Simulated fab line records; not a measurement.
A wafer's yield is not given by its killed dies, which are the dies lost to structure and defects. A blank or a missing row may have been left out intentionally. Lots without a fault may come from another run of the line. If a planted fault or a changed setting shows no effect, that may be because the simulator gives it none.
Matching of chambers	flow gf180mcu	GF_POLY_GATE_CLEAN_15 on wet-bench-01 has 4 sister chambers
The step cleans in SC1/SC2, time 150 s. 8 wafers are shown with their chamber, then 10 later ones without.

## WAFERS PAIRED WITH THEIR CHAMBERS
wafer	chamber	temp-c (C)
L876.4	1	69.95
L876.6	1	69.99
L879.4	0	69.69
L879.6	0	70.06
L882.3	3	69.95
L882.5	3	70.13
L883.1	2	70.14
L883.2	2	69.94

## WAFERS WHOSE CHAMBER IS MISSING
wafer	temp-c (C)
L883.5	70.03
L885.4	69.97
L885.5	70.00
L885.6	69.98
L886.2	70.13
L886.4	70.14
L886.5	69.96
L888.4	70.03
L888.5	70.06
L888.6	69.95

## EACH ONE'S CHAMBER
wafer	from the rows above	in truth
L883.5	can't be placed: 2 or 3 or 1 or 0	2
L885.4	can't be placed: 1 or 2 or 3 or 0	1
L885.5	can't be placed: 1 or 2 or 3 or 0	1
L885.6	can't be placed: 1 or 2 or 3 or 0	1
L886.2	can't be placed: 2 or 3 or 1 or 0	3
L886.4	can't be placed: 2 or 3 or 1 or 0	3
L886.5	can't be placed: 1 or 2 or 3 or 0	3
L888.4	can't be placed: 2 or 3 or 1 or 0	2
L888.5	can't be placed: 2 or 3 or 1 or 0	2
L888.6	can't be placed: 1 or 0 or 2 or 3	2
Correct placement for 0 of the 10. These rows do not allow placing 10 (true chamber among the candidates in 10). Number placed wrongly: 0.
How it was worked out, from the rows above alone: a wafer's distance from a chamber is the root of the sum, over the readings, of the square of ((its reading less the chamber's mean) divided by the reading's scatter). The wafer belongs to the nearest chamber; if the next one is less than 2 further off, it can't be placed. Each chamber's mean is taken over the wafers shown for it. How the scatter is found: for the shown wafers, subtract from each reading the mean of its chamber, square and add these, divide the total by (wafers less chambers), then take the root.
